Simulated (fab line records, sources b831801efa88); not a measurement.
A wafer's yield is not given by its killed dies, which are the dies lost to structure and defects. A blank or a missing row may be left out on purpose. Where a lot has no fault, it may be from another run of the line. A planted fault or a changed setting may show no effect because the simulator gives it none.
Which tool did it? || flow gf180mcu || 11 lots, 31 wafers sampled, at 2 steps of a route of 602

## WHAT EACH GAUGE READ, for each wafer
GF_V4_THK_MEAS_01. Usual: V4_CVD_00_THK gives 596 nm (standard deviation 8.2).
{"lot": "L481", "measured": "day 23 12:55", "on": "film_metro-04", "V4_CVD_00_THK (nm)": "588 592 593", "flag": ""}
{"lot": "L482", "measured": "day 23 16:58", "on": "film_metro-02", "V4_CVD_00_THK (nm)": "601 598 597", "flag": ""}
{"lot": "L486", "measured": "day 25 07:02", "on": "film_metro-04", "V4_CVD_00_THK (nm)": "607 604 590", "flag": ""}
{"lot": "L489", "measured": "day 26 05:11", "on": "film_metro-04", "V4_CVD_00_THK (nm)": "578 585 586", "flag": ""}
{"lot": "L492", "measured": "day 27 10:25", "on": "film_metro-02", "V4_CVD_00_THK (nm)": "589 601 589", "flag": ""}
{"lot": "L493", "measured": "day 27 14:28", "on": "film_metro-04", "V4_CVD_00_THK (nm)": "595 596 596", "flag": ""}
{"lot": "L494", "measured": "day 27 18:39", "on": "film_metro-04", "V4_CVD_00_THK (nm)": 592, "flag": ""}
{"lot": "L496", "measured": "day 28 08:05", "on": "film_metro-02", "V4_CVD_00_THK (nm)": "600 604 612", "flag": ""}
{"lot": "L499", "measured": "day 29 06:28", "on": "film_metro-03", "V4_CVD_00_THK (nm)": "596 599 590", "flag": ""}
{"lot": "L502", "measured": "day 30 00:58", "on": "film_metro-03", "V4_CVD_00_THK (nm)": "598 603 584", "flag": ""}
{"lot": "L504", "measured": "day 30 14:37", "on": "film_metro-03", "V4_CVD_00_THK (nm)": "608 597 606", "flag": ""}

## EACH LOT AND THE TOOL THAT RAN IT (in order: tool; ch and the chambers of the sampled wafers; start)
{"lot": "L481", "GF_M4_SPUTTER_04": "pvd_sputter-03, day 22 13:55"}
{"lot": "L482", "GF_M4_SPUTTER_04": "pvd_sputter-02, day 22 16:49"}
{"lot": "L486", "GF_M4_SPUTTER_04": "pvd_sputter-04, day 24 08:17"}
{"lot": "L489", "GF_M4_SPUTTER_04": "pvd_sputter-03, day 25 07:19"}
{"lot": "L492", "GF_M4_SPUTTER_04": "pvd_sputter-02, day 26 13:10"}
{"lot": "L493", "GF_M4_SPUTTER_04": "pvd_sputter-02, day 26 18:12"}
{"lot": "L494", "GF_M4_SPUTTER_04": "pvd_sputter-04, day 26 21:36"}
{"lot": "L496", "GF_M4_SPUTTER_04": "pvd_sputter-03, day 27 11:36"}
{"lot": "L499", "GF_M4_SPUTTER_04": "pvd_sputter-03, day 28 10:52"}
{"lot": "L502", "GF_M4_SPUTTER_04": "pvd_sputter-04, day 29 05:37"}
{"lot": "L504", "GF_M4_SPUTTER_04": "pvd_sputter-02, day 29 19:56"}
- GF_M4_SPUTTER_04: material TiN, target thk 50 nm, time 41.7 s.

## AS READ BY THE TOOLS THEMSELVES (means over the sampled wafers that have a number; for cases with no such wafer, the mark the record gives instead)
GF_M4_SPUTTER_04. Usual: throttle_valve_pct 30.4 %, standard deviation 1.2.
{"lot": "L481", "tool": "pvd_sputter-03", "throttle_valve_pct (%)": 31.8, "flag": ""}
{"lot": "L482", "tool": "pvd_sputter-02", "throttle_valve_pct (%)": 30.7, "flag": ""}
{"lot": "L486", "tool": "pvd_sputter-04", "throttle_valve_pct (%)": 29.8, "flag": ""}
{"lot": "L489", "tool": "pvd_sputter-03", "throttle_valve_pct (%)": 31.3, "flag": ""}
{"lot": "L492", "tool": "pvd_sputter-02", "throttle_valve_pct (%)": 29.2, "flag": ""}
{"lot": "L493", "tool": "pvd_sputter-02", "throttle_valve_pct (%)": 29.9, "flag": ""}
{"lot": "L494", "tool": "pvd_sputter-04", "throttle_valve_pct (%)": 29.7, "flag": ""}
{"lot": "L496", "tool": "pvd_sputter-03", "throttle_valve_pct (%)": 31.9, "flag": ""}
{"lot": "L499", "tool": "pvd_sputter-03", "throttle_valve_pct (%)": 32.2, "flag": ""}
{"lot": "L502", "tool": "pvd_sputter-04", "throttle_valve_pct (%)": 30.6, "flag": ""}
{"lot": "L504", "tool": "pvd_sputter-02", "throttle_valve_pct (%)": 30.9, "flag": ""}

## THE ANSWER, worked out from the rows above alone
Rule: a lot is off if the mean of its wafers that have a number lies more than 3 standard deviations from the usual mean. A lot without any number at a reading at which 4 lots or more have one is off too. The other lots that the step has rows for count as sound. The gauges are gone through in route order, then the tools' own readings, and for those a lot's mean is taken as printed above. The first step at which some lot is off is used, and at that step the reading that is off furthest; a lot without a number counts as furthest.
No lot is off at any reading shown: from this, nothing can be told.

## WHAT HAD BEEN PUT IN BY THE SIMULATOR
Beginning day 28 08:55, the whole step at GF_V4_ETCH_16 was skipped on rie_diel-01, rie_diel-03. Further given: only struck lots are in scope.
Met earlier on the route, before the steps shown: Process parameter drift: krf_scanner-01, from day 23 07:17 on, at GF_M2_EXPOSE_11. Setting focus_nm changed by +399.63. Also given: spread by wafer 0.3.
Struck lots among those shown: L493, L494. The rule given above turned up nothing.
